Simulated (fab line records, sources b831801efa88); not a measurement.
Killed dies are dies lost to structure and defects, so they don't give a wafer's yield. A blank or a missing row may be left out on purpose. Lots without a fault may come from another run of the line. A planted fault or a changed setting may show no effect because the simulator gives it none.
Which tool did it? | flow sky130 | 6 lots, 18 wafers sampled, at 2 steps of a route of 708

WHAT THE GAUGES READ, wafer by wafer
SKY_NWELL_RS_MEAS_31: measures by four-point-probe.
lot  | measured     | on            | PWDE_RS (ohm/sq)
L290 | day 5 10:16  | film_metro-03 | 5299 5299 5279
L292 | day 6 00:44  | film_metro-03 | 5258 5283 5251
L294 | day 6 13:00  | film_metro-02 | 5254 5273 5292
L303 | day 9 00:55  | film_metro-02 | 5206 5196 5205
L307 | day 10 01:22 | film_metro-03 | 5312 5313 5289
L310 | day 10 17:30 | film_metro-03 | 5250 5271 5247

WHICH TOOL RAN EACH LOT (tool, then ch and the chambers of the sampled wafers, then the start)
lot  | SKY_PWDE_IMPLANT_08
L290 | implanter-03 ch 0, day 3 23:32
L292 | implanter-02 ch 0, day 4 12:09
L294 | implanter-04 ch 0, day 4 23:55
L303 | implanter-04 ch 0, day 7 06:29
L307 | implanter-02 ch 0, day 8 04:34
L310 | implanter-03 ch 0, day 8 20:10
- SKY_PWDE_IMPLANT_08

THE ANSWER, worked out from the rows above alone
Rule: what is usual is taken from the lots themselves. Put in order of their means at a reading, lots are off if they are a third of the lots or fewer, leave a main group of 4 or more, and stand apart from it by a gap of 3 or more times the standard deviation of the main group's means; of several such gaps the widest counts. A main group whose means are all the same, to the digits that the tables above print for the reading, isn't used. A lot without any number at a reading at which 4 lots or more have one is off too. The other lots that the step has rows for count as sound.
No lot is off at any reading shown: from this, nothing can be told.

WHAT THE SIMULATOR HAD PUT IN
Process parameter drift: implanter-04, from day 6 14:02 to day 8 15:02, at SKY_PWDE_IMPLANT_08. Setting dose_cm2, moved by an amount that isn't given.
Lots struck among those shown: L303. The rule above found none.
